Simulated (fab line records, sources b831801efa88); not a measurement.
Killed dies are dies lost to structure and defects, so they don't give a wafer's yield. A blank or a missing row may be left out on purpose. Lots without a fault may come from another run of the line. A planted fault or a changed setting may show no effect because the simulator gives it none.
Which tool did it? | flow sky130 | 14 lots, 42 wafers sampled, at 5 steps of a route of 708

WHAT THE GAUGES READ, wafer by wafer
SKY_FIELD_ISO_CD_MEAS_13: target cd 150 nm. Usual: cd_nm 150.0 nm, standard deviation 1.5.
lot  | measured    | on        | cd_nm (nm)        | flag
L706 | day 2 05:15 | cd_sem-01 | 153.4 152.6 151.3 |
L707 | day 2 09:31 | cd_sem-02 | 150.3 149.3 149.6 |
L708 | day 2 15:47 | cd_sem-02 | 148.9 149.0 149.1 |
L709 | day 2 20:07 | cd_sem-02 | 149.7 150.7 150.6 |
L710 | day 3 01:50 | cd_sem-01 | 151.5 150.6 149.5 |
L711 | day 3 05:51 | cd_sem-01 | 149.3 149.7 149.1 |
L712 | day 3 12:15 | cd_sem-01 | 146.7 148.3 146.9 |
L713 | day 3 19:43 | cd_sem-02 | 151.2 151.2 150.0 |
L717 | day 4 13:41 | cd_sem-02 | 149.5 150.3 150.9 |
L719 | day 5 01:13 | cd_sem-01 | 151.0 151.0 152.0 |
L726 | day 6 12:19 | cd_sem-01 | 151.7 149.4 150.9 |
L727 | day 6 18:39 | cd_sem-02 | 150.4 148.9 150.9 |
L728 | day 6 22:40 | cd_sem-01 | 150.0 150.9 148.2 |
L729 | day 7 03:49 | cd_sem-02 | 147.9 148.7 147.7 |

SKY_PWDE_TW_MEAS_10. Usual: PWDE_TW 376, standard deviation 6.1.
lot  | measured    | on            | PWDE_TW     | flag
L706 | day 3 18:12 | film_metro-03 | 370 371 370 |
L707 | day 3 23:24 | film_metro-01 | 368 366 370 |
L708 | day 4 08:43 | film_metro-01 | 372 374 373 |
L709 | day 4 14:48 | film_metro-03 | 372 372 371 |
L710 | day 4 20:06 | film_metro-03 | 374 373 373 |
L711 | day 4 23:36 | film_metro-03 | 375 373 376 |
L712 | day 5 07:52 | film_metro-02 | 386 383 384 |
L713 | day 5 15:15 | film_metro-02 | 385 384 385 |
L717 | day 6 10:16 | film_metro-02 | 384 382 384 |
L719 | day 6 22:57 | film_metro-02 | 381 380 381 |
L726 | day 8 10:48 | film_metro-01 | 372 373 373 |
L727 | day 8 17:29 | film_metro-02 | 384 383 384 |
L728 | day 9 00:19 | film_metro-01 | 373 373 372 |
L729 | day 9 06:21 | film_metro-01 | 373 373 373 |

SKY_POLY_GATE_THK_MEAS_01. Usual: POLY_GATE_CVD_00_THK 179.8 nm, standard deviation 1.5.
lot  | measured     | on            | POLY_GATE_CVD_00_THK (nm) | flag
L706 | day 13 22:48 | film_metro-01 | 178.5 177.9 179.5         |
L707 | day 14 05:01 | film_metro-04 | 180.0 181.0 179.7         |
L708 | day 14 19:08 | film_metro-01 | 179.5 180.4 180.3         |
L709 | day 15 02:23 | film_metro-01 | 181.3 181.3 180.9         |
L710 | day 15 12:17 | film_metro-02 | 182.9 181.9 182.4         |
L711 | day 15 17:48 | film_metro-01 | 180.3 181.1 179.0         |
L712 | day 16 07:20 | film_metro-01 | 179.1 177.5 180.3         |
L713 | day 16 19:22 | film_metro-01 | 179.5 179.5 181.7         |
L717 | day 18 00:22 | film_metro-04 | 196.1 197.9 196.0         | OFF
L719 | day 18 13:29 | film_metro-01 | 195.9 196.0 194.5         | OFF
L726 | day 21 04:14 | film_metro-04 | 182.2 181.7 181.9         |
L727 | day 21 10:41 | film_metro-02 | 178.9 178.8 179.0         |
L728 | day 21 19:30 | film_metro-01 | 179.7 179.8 180.0         |
L729 | day 21 23:35 | film_metro-01 | 181.6 181.4 181.8         |

SKY_SD_N_TW_MEAS_12. Usual: SD_N_TW 3999, standard deviation 39.
lot  | measured     | on            | SD_N_TW        | flag
L706 | day 27 18:07 | film_metro-04 | 4000 3996 3976 |
L707 | day 28 00:04 | film_metro-04 | 3986 3999 3996 |
L708 | day 28 17:29 | film_metro-02 | 4077 4060 4082 |
L709 | day 28 23:46 | film_metro-04 | 4002 4023 4015 |
L710 | day 29 08:20 | film_metro-01 | 3963 3994 3986 |
L711 | day 29 12:40 | film_metro-01 | 3986 3988 3987 |
L712 | day 30 06:32 | film_metro-02 | 4085 4074 4096 |
L713 | day 30 17:46 | film_metro-01 | 3963 3986 4000 |
L717 | day 31 17:08 | film_metro-04 | 4003 4014 4020 |
L719 | day 32 06:18 | film_metro-01 | 3989 3993 3990 |
L726 | day 34 10:28 | film_metro-04 | 3970 3994 3993 |
L727 | day 34 15:37 | film_metro-01 | 3940 3970 3956 |
L728 | day 35 00:49 | film_metro-04 | 3955 3976 3966 |
L729 | day 35 02:37 | film_metro-04 | 3938 3939 3940 |

WHICH TOOL RAN EACH LOT (tool, then ch and the chambers of the sampled wafers, then the start)
lot  | SKY_POLY_GATE_CVD_00
L706 | lpcvd-01 ch 1, day 13 21:36
L707 | lpcvd-01 ch 0, day 14 03:13
L708 | lpcvd-01 ch 0, day 14 17:55
L709 | lpcvd-01 ch 1, day 15 01:11
L710 | lpcvd-01 ch 0, day 15 11:04
L711 | lpcvd-01 ch 1, day 15 16:36
L712 | lpcvd-01 ch 0, day 16 06:07
L713 | lpcvd-01 ch 0, day 16 18:10
L717 | lpcvd-01 ch 0, day 17 23:09
L719 | lpcvd-01 ch 0, day 18 12:17
L726 | lpcvd-01 ch 1, day 21 03:02
L727 | lpcvd-01 ch 0, day 21 09:29
L728 | lpcvd-01 ch 0, day 21 18:17
L729 | lpcvd-01 ch 0, day 21 22:23
- SKY_POLY_GATE_CVD_00: deposits poly-Si, target thk 180 nm, time 720 s.

WHAT THE TOOLS THEMSELVES READ (means of the sampled wafers that have a number; where no wafer has one, the mark that the record gives instead)
SKY_POLY_GATE_CVD_00. Usual: pressure_mtorr 200.0 mTorr, standard deviation 0.38; spike_tc_bottom_C 641.0 C, standard deviation 2.7.
lot  | tool     | pressure_mtorr (mTorr) | spike_tc_bottom_C (C) | flag
L706 | lpcvd-01 | 199.8                  | 637.7                 |
L707 | lpcvd-01 | 199.8                  | 643.1                 |
L708 | lpcvd-01 | 199.8                  | 643.9                 |
L709 | lpcvd-01 | 199.9                  | 637.8                 |
L710 | lpcvd-01 | 200.0                  | 643.2                 |
L711 | lpcvd-01 | 199.9                  | 638.3                 |
L712 | lpcvd-01 | 200.2                  | 642.4                 |
L713 | lpcvd-01 | 200.0                  | 642.1                 |
L717 | lpcvd-01 | 239.9                  | 642.3                 | OFF
L719 | lpcvd-01 | 240.0                  | 643.5                 | OFF
L726 | lpcvd-01 | 199.8                  | 637.8                 |
L727 | lpcvd-01 | 200.1                  | 643.5                 |
L728 | lpcvd-01 | 200.2                  | 642.5                 |
L729 | lpcvd-01 | 200.1                  | 643.3                 |

THE ANSWER, worked out from the rows above alone
Rule: a lot is off if the mean of its wafers that have a number lies more than 3 standard deviations from the usual mean. A lot without any number at a reading at which 4 lots or more have one is off too. The other lots that the step has rows for count as sound. The gauges are gone through in route order, then the tools' own readings, and for those a lot's mean is taken as printed above. The first step at which some lot is off is used, and at that step the reading that is off furthest; a lot without a number counts as furthest.
Off: L717, L719, at SKY_POLY_GATE_THK_MEAS_01 (POLY_GATE_CVD_00_THK).
A tool fits if, at a process step before that reading, it ran every lot that is off, and no sound lot after the first of them. The gauges at SKY_POLY_GATE_THK_MEAS_01 aren't tried: what is off there is off at SKY_POLY_GATE_CVD_00 too, on other tools, and a gauge's error can't cause that. None of those tried fits.

WHAT THE SIMULATOR HAD PUT IN
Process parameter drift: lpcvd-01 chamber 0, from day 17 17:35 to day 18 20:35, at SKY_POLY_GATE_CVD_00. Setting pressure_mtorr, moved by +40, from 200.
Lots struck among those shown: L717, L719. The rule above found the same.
